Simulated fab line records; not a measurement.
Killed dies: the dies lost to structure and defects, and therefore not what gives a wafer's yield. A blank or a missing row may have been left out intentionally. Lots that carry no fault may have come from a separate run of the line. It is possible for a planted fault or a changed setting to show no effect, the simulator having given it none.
Matching of chambers / flow sfq line / SFQ_TRILAYER_I0_CMP_CMP_028 on cmp-02: 4 sister chambers
The step polishes SiO2. 8 wafers are shown with their chamber, then 9 later ones without.

## EACH WAFER AND ITS CHAMBER
wafer=L281.3; chamber=2; motor current A (A)=10.2; time to endpoint s (s)=212
wafer=L286.1; chamber=1; motor current A (A)=9.4; time to endpoint s (s)=227
wafer=L289.2; chamber=3; motor current A (A)=9.5; time to endpoint s (s)=238
wafer=L289.3; chamber=2; motor current A (A)=10.1; time to endpoint s (s)=216
wafer=L289.5; chamber=0; motor current A (A)=12.4; time to endpoint s (s)=226
wafer=L291.3; chamber=1; motor current A (A)=9.5; time to endpoint s (s)=213
wafer=L291.4; chamber=0; motor current A (A)=12.8; time to endpoint s (s)=226
wafer=L291.2; chamber=3; motor current A (A)=9.4; time to endpoint s (s)=225

## WAFERS MISSING THEIR CHAMBER
wafer=L298.4; motor current A (A)=12.4; time to endpoint s (s)=216
wafer=L298.5; motor current A (A)=9.8; time to endpoint s (s)=219
wafer=L298.6; motor current A (A)=12.9; time to endpoint s (s)=220
wafer=L300.1; motor current A (A)=10.8; time to endpoint s (s)=217
wafer=L300.2; motor current A (A)=10.4; time to endpoint s (s)=219
wafer=L300.3; motor current A (A)=9.7; time to endpoint s (s)=219
wafer=L302.1; motor current A (A)=9.5; time to endpoint s (s)=212
wafer=L302.3; motor current A (A)=12.6; time to endpoint s (s)=211
wafer=L302.4; motor current A (A)=10.1; time to endpoint s (s)=217

## CHAMBER TAKEN BY EACH
wafer=L298.4; from the rows above=0; in truth=0
wafer=L298.5; from the rows above=can't be placed: 1 or 2 or 3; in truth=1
wafer=L298.6; from the rows above=0; in truth=0
wafer=L300.1; from the rows above=2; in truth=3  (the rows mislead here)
wafer=L300.2; from the rows above=2; in truth=2
wafer=L300.3; from the rows above=can't be placed: 1 or 3 or 2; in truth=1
wafer=L302.1; from the rows above=can't be placed: 1 or 3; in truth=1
wafer=L302.3; from the rows above=0; in truth=0
wafer=L302.4; from the rows above=2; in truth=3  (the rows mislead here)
Placed correctly: 4 of 9. Unplaceable from these rows: 3, with the true chamber sitting among the candidates in 3. Placed wrongly: 2.
How it was worked out, from the rows above alone: a wafer's distance from a chamber is the root of the sum, over the readings, of the square of ((its reading less the chamber's mean) divided by the reading's scatter). The wafer belongs to the nearest chamber; if the next one is less than 2 further off, it can't be placed. For every chamber, the mean is computed from those of its wafers that are shown. The scatter: take each reading less its chamber's mean, square it, sum over the shown wafers, divide by the number of wafers less the number of chambers, and take the root.
